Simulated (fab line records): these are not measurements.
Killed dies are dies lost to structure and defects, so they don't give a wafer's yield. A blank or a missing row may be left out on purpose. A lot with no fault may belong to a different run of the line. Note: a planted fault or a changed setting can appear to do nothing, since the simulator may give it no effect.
The same fault as seen by 2 desks | flow gf180mcu | each desk holds nothing but its own numbers, with what lay behind them at the end

== AT THE METROLOGY DESK ==
What the gauges read, lot by lot, whatever tool the lot ran on: means of the sampled wafers that have a number. The brackets show how far a lot's mean lies from the usual mean; more than 4 standard deviations puts the lot out of limits, marked OUT.
Columns: A = V3_W_RS at GF_V3_RS_MEAS_24, usual 0.328 ohm/sq
lot  | first seen here | A
L267 | day 22 20:26    | 0.322
L269 | day 23 19:23    | 0.325
L270 | day 24 05:58    | 0.330
L273 | day 25 03:17    | 0.328
L274 | day 25 06:05    | 0.327
L275 | day 25 21:28    | 0.329
L277 | day 26 05:35    | 0.326
L276 | day 26 07:59    | 0.326
L278 | day 26 19:13    | 0.328
L279 | day 27 01:50    | 0.325
L280 | day 27 08:52    | 0.330
L283 | day 28 09:35    | 0.328
L289 | day 30 06:14    | 0.328
Finding of this desk: none of the 13 lots has anything out of limits.

== AT THE TOOL OWNER'S DESK: litho-track-03 ==
The tool's own readings at GF_V4_SOFTBAKE_10 (time 60 s): means of the sampled wafers that have a number, for each lot that ran on this tool. The brackets show how far a lot's mean lies from the usual mean; more than 4 standard deviations puts the lot out of limits, marked OUT.
Columns: A = heater-power-total-W at GF_V4_SOFTBAKE_10, usual 93.05 W; B = plate-temp-C at GF_V4_SOFTBAKE_10, usual 129.99 C
lot  | first seen here | A               | B
L270 | day 25 16:00    | 93.05           | 130.02
L275 | day 27 06:00    | 93.04           | 129.96
L277 | day 27 14:00    | 93.06           | 129.97
L278 | day 28 04:00    | 93.08           | 130.11
L279 | day 28 10:00    | 92.17 (-15) OUT | 128.90 (-7.8) OUT
L280 | day 28 16:00    | 92.13 (-16) OUT | 129.14 (-6.0) OUT
This desk's finding: out of limits on L279, L280; first on L279, day 28 10:00 (heater-power-total-W at GF_V4_SOFTBAKE_10). Within limits: L270, L275, L277, L278.

== PUT TOGETHER ==
The tool owner's desk had the chance to raise an alarm at day 28 10:00 on L279, L280.
From the metrology desk's view, nothing was out of limits.
The metrology desk holds a record of L279, L280, inside its limits.
Every lot named ran GF_V4_SOFTBAKE_10 on litho-track-03.

== WHAT HAD BEEN PUT IN BY THE SIMULATOR ==
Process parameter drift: litho-track-03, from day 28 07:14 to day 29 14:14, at GF_V4_SOFTBAKE_10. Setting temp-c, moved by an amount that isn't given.
Struck lots among those shown: L279, L280.
Hours from the fault's start to each desk's first reading out of limits: the tool owner's desk, 3.
